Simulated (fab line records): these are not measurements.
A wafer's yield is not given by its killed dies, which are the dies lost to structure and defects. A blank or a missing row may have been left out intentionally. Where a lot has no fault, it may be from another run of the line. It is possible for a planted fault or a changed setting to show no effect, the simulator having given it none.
Struck lot and sound lot, side by side | flow sky130 | 18 steps out of a route of 708
Sound: these wafers, L832.1, L832.5, L832.6. Wafers L842.2, L842.3, L842.5 were the ones struck. At the end, the cause is stated.
Each step with rows lists, per side, the tool, then ch with its chambers, then its first start. Under that, the readings that differ: sound wafers | struck wafers | difference of the means | sigmas: that difference in standard deviations of wafers without a fault.
alike: readings with means less than 2 such deviations apart, plus words and numbers identical on both sides. not compared: withheld readings, readings lacking a value on some wafer, bounds such as >300 that could conceal the same value, and numbers that have no deviation in the record and whose values overlap.
Wherever a step has rows on one side only, a row that says differs or no value, or a row with sigmas, the two part there. When numbers do not overlap yet have no deviation, they are printed without sigmas and do not part them. A reading missing from all wafers of one side parts the sides only when that side holds two or more wafers.

first, 3 steps without rows for these wafers: SKY_VT_ADJUST_NCORE_EXPOSE_04 (exposes mask LVTN COMPLEMENT THIN, target cd 380 nm); SKY_VT_ADJUST_NCORE_PEB_05; SKY_VT_ADJUST_NCORE_DEVELOP_06 (develop time 60 s).
SKY_VT_ADJUST_NCORE_CD_MEAS_07 targets a cd of 380 nm.
  sound on cd-sem-02, day 9 00:47; struck on cd-sem-01, day 12 05:03
  alike: cd-nm
SKY_VT_ADJUST_NCORE_OVL_MEAS_08:
  sound on overlay-02, day 9 00:54; struck on overlay-01, day 12 05:09
  alike: VT_ADJUST_NCORE_OVL
following that, these wafers have no rows for 1 step: SKY_VT_ADJUST_NCORE_IMPLANT_09.
SKY_VT_ADJUST_NCORE_STRIP_10: strips in O2/N2.
  sound on plasma-asher-02 ch 0,1, day 9 01:05; struck on plasma-asher-04 ch 0,1, day 12 05:20
  alike: drypump-motor-current-A, oes-product-au, strip-time-to-endpoint-s
  not compared: rf-hours-counter-h
SKY_VT_ADJUST_NCORE_TW_MEAS_11:
  sound on film-metro-04, day 9 01:11; struck on film-metro-03, day 12 05:26
  reading            | sound             | struck            | difference | sigmas
  VT_ADJUST_NCORE_TW | 222.9 222.1 221.7 | 217.8 218.2 217.3 | -4.5       | -3
then, 4 steps without rows for these wafers: SKY_VT_ADJUST_HVTR_DEHYDRATE_00 (time 60 s); SKY_VT_ADJUST_HVTR_HMDS_01 (prime time 60 s); SKY_VT_ADJUST_HVTR_COAT_02 (resist thk 1140 nm); SKY_VT_ADJUST_HVTR_SOFTBAKE_03 (time 60 s).
SKY_VT_ADJUST_HVTR_EXPOSE_04: exposes mask HVTRM, target cd 380 nm.
  sound on iline-stepper-02 ch 0, day 9 12:40; struck on iline-stepper-01 ch 0, day 12 17:13
  reading              | sound                | struck               | difference | sigmas
  exposure-dose-mJ-cm2 | 149.86 149.93 149.87 | 154.51 154.60 154.65 | +4.70      | +31
  alike: mask, focus-offset-nm
then, 2 steps without rows for these wafers: SKY_VT_ADJUST_HVTR_PEB_05; SKY_VT_ADJUST_HVTR_DEVELOP_06 (develop time 60 s).
SKY_VT_ADJUST_HVTR_CD_MEAS_07 targets a cd of 380 nm.
  sound on cd-sem-02, day 9 22:44; struck on cd-sem-01, day 13 05:50
  reading    | sound             | struck            | difference | sigmas
  cd-nm (nm) | 378.4 379.5 375.9 | 392.3 391.0 391.9 | +13.8      | +7
SKY_VT_ADJUST_HVTR_OVL_MEAS_08:
  sound on overlay-02, day 9 22:52; struck on overlay-01, day 13 05:56
  alike: VT_ADJUST_HVTR_OVL
-- here the record skips 36 days between the struck wafers' starts before and after, leaving off in module VT_ADJUST_HVTR and picking up in module PAD_OPEN (first step shown: number 708 of the route) --
SKY_PAD_OPEN_PROBE_99:
  only the struck wafers here have rows in the record (prober-01, day 48 21:34); the sound ones have none

== WHERE THEY PART ==
Last at SKY_PAD_OPEN_PROBE_99 as far as this record goes, first at SKY_VT_ADJUST_NCORE_TW_MEAS_11.

WHY: what had been put in by the simulator
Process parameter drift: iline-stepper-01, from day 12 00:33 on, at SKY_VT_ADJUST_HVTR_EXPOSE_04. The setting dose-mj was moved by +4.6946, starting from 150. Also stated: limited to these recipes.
